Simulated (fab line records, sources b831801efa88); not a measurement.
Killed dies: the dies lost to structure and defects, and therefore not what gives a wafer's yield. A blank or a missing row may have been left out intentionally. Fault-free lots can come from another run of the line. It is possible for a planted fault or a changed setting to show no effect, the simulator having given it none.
Struck lot and sound lot, side by side ; flow sky130 ; 18 out of 708 route steps
Sound: wafers L800.1, L800.4, L800.6. Wafers L803.2, L803.3, L803.5 were the ones struck. Last of all comes the cause.
Each step with rows lists, per side, the tool, then ch with its chambers, then its first start. Under that, the readings that differ: sound wafers ; struck wafers ; difference of the means ; sigmas: that difference in standard deviations of wafers without a fault.
alike: same words and numbers on both sides, and readings whose means sit less than 2 such deviations apart. not compared: any withheld reading, any reading some wafer has no value for, any bound like >300 that may hide the same value, and any number with overlapping values for which the record gives no deviation.
The two part at a step that has a row with sigmas, a row that says differs or no value, or rows on one side only. Numbers that have no deviation but don't overlap get no sigmas and don't part them. A reading that every wafer of one side lacks parts them only if that side has two wafers or more.

first, 1 step without rows for these wafers: SKY_VT_ADJUST_PCH_IMPLANT_08.
SKY_VT_ADJUST_PCH_STRIP_09: strips in O2/N2.
  sound on plasma_asher-04 ch 0,1, day 14 02:26; struck on plasma_asher-04 ch 0,1, day 14 15:26
reading;sound;struck;difference;sigmas
oes_product_au (a.u.);0.725 0.730 0.720;0.709 0.713 0.720;-0.011;-2
  alike: drypump_motor_current_A, n2_flow_sccm, strip_time_to_endpoint_s
  not compared: rf_hours_counter_h
SKY_VT_ADJUST_PCH_TW_MEAS_10:
  struck on film_metro-03, day 14 15:33; sound on film_metro-03, day 14 02:32
  alike: VT_ADJUST_PCH_TW
then, 7 steps without rows for these wafers: SKY_SONOS_TUNNEL_DEHYDRATE_00 (time 60 s); SKY_SONOS_TUNNEL_HMDS_01 (prime time 60 s); SKY_SONOS_TUNNEL_COAT_02 (resist thk 1140 nm); SKY_SONOS_TUNNEL_SOFTBAKE_03 (time 60 s); SKY_SONOS_TUNNEL_EXPOSE_04 (exposes mask TUNM, target cd 410 nm); SKY_SONOS_TUNNEL_PEB_05; SKY_SONOS_TUNNEL_DEVELOP_06 (develop time 60 s).
SKY_SONOS_TUNNEL_CD_MEAS_07: target cd 410 nm.
  struck on cd_sem-01, day 15 16:02; sound on cd_sem-02, day 15 04:07
  alike: cd_nm
SKY_SONOS_TUNNEL_OVL_MEAS_08:
  struck on overlay-02, day 15 16:08; sound on overlay-02, day 15 04:14
  alike: SONOS_TUNNEL_OVL
SKY_SONOS_TUNNEL_IMPLANT_09:
  sound on implanter-04 ch 0, day 15 04:17; struck on implanter-04 ch 0, day 15 16:11
reading;sound;struck;difference;sigmas
dose_ions_cm2;1.0012e+12 1.0001e+12 1.0006e+12;4.479e+11 4.464e+11 4.469e+11;-5.536e+11;-99 or more
faraday_current_uA;5.58 5.67 5.60;2.45 2.45 2.55;-3.13;-31
then, 2 steps without rows for these wafers: SKY_SONOS_TUNNEL_WET_ETCH_10 (etches SiO2 in dHF, target depth 14 nm, time 280 s); SKY_SONOS_TUNNEL_STRIP_11 (strips in SPM, time 600 s).
SKY_SONOS_TUNNEL_TW_MEAS_12:
  struck on film_metro-03, day 15 16:37; sound on film_metro-03, day 15 04:41
reading;sound;struck;difference;sigmas
SONOS_TUNNEL_TW;198.3 197.2 198.3;158.3 157.7 158.6;-39.7;-22
then, 1 step without rows for these wafers: SKY_SONOS_TUNNEL_CLEAN_13 (cleans in dHF, time 20 s).
-- record jumps: 33 days separate the struck wafers' starts on either side; left off in module SONOS_TUNNEL, taken up again in module PAD_OPEN, whose first shown step is the route's number 708 --
SKY_PAD_OPEN_PROBE_99:
  struck on prober-02, day 49 00:36; sound on prober-02, day 48 18:36
reading;sound;struck;difference;sigmas
model.etest.tip_sonos.rs_ohm_sq;2760 2782 2747;2597 2638 2616;-146;
model.etest.sonos_uncharged.r_on_ohm_um;807 799 801.2;791.1 794.2 784.5;-12.5;
model.etest.sonos_programmed.off_log10_a_um;-13.86 -13.91 -13.8;-12.53 -12.89 -12.32;+1.28;
model.etest.sonos_programmed.vt_v (V);1.554 1.625 1.548;1.242 1.244 1.204;-0.346;
model.etest.sonos_baked.vt_v (V);1.014 1.05 1.016;0.7466 0.7236 0.7819;-0.2760;
model.etest.sonos_uncharged.vt_v (V);-0.3942 -0.4197 -0.452;-0.5551 -0.5499 -0.5583;-0.1325;
model.etest.sonos_erased.vt_v (V);-2.409 -2.398 -2.396;-2.38 -2.327 -2.329;+0.06;
  alike: killed_at_M0_to_M3, killed_at_M4_up, killed_at_contacts, killed_at_front_end, killed_at_other, killed_dies, killed_open, killed_short

== WHERE THEY PART ==
Last at SKY_SONOS_TUNNEL_TW_MEAS_12 as far as this record goes, first at SKY_VT_ADJUST_PCH_STRIP_09. Later steps at which nothing parts them and some readings are alike: SKY_PAD_OPEN_PROBE_99.

WHY: what the simulator had put in
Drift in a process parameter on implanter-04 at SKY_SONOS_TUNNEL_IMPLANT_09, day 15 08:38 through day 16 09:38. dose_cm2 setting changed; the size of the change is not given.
